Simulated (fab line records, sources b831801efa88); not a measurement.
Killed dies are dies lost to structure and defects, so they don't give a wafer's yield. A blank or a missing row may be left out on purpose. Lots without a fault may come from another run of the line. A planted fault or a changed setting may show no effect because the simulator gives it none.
Chamber matching | flow gf180mcu | GF_V4_CMP_04 on cmp-01: 4 sister chambers
The step polishes SiO2. 8 wafers are shown with their chamber, then 12 later ones without.

WAFERS WITH THEIR CHAMBER
wafer  | chamber | motor_current_A (A) | time_to_endpoint_s (s)
L088.5 | 1       | 11.0                | 75
L088.6 | 2       | 12.6                | 84
L089.2 | 0       | 12.4                | 83
L089.3 | 1       | 10.8                | 71
L089.5 | 0       | 12.2                | 84
L091.2 | 3       | 13.3                | 78
L091.5 | 2       | 12.5                | 83
L091.6 | 3       | 12.4                | 82

WAFERS WITHOUT THEIR CHAMBER
wafer  | motor_current_A (A) | time_to_endpoint_s (s)
L092.1 | 10.6                | 77
L092.2 | 12.3                | 77
L092.5 | 13.4                | 79
L094.4 | 12.1                | 78
L094.5 | 12.4                | 79
L094.6 | 13.0                | 81
L096.1 | 11.3                | 67
L096.2 | 11.8                | 77
L096.3 | 11.9                | 69
L097.1 | 13.3                | 81
L097.3 | 11.2                | 78
L097.5 | 10.5                | 83

WHICH CHAMBER EACH WENT THROUGH
wafer  | from the rows above               | in truth
L092.1 | 1                                 | 1
L092.2 | can't be placed: 3 or 0 or 2      | 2
L092.5 | can't be placed: 3 or 2           | 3
L094.4 | can't be placed: 3 or 0 or 2 or 1 | 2
L094.5 | can't be placed: 3 or 0 or 2      | 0
L094.6 | can't be placed: 3 or 2 or 0      | 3
L096.1 | 1                                 | 1
L096.2 | can't be placed: 1 or 3 or 0 or 2 | 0
L096.3 | 1                                 | 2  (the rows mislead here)
L097.1 | can't be placed: 3 or 2 or 0      | 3
L097.3 | can't be placed: 1 or 0           | 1
L097.5 | can't be placed: 1 or 0 or 2      | 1
Placed correctly: 2 of 12. Can't be placed from these rows: 9 (the true chamber is among the candidates in 9). Placed wrongly: 1.
How it was worked out, from the rows above alone: a wafer's distance from a chamber is the root of the sum, over the readings, of the square of ((its reading less the chamber's mean) divided by the reading's scatter). The wafer belongs to the nearest chamber; if the next one is less than 2 further off, it can't be placed. A chamber's mean is the mean of its shown wafers. The scatter: the root of (the sum of the squares of (reading less its chamber's mean) over the shown wafers, divided by (wafers less chambers)).
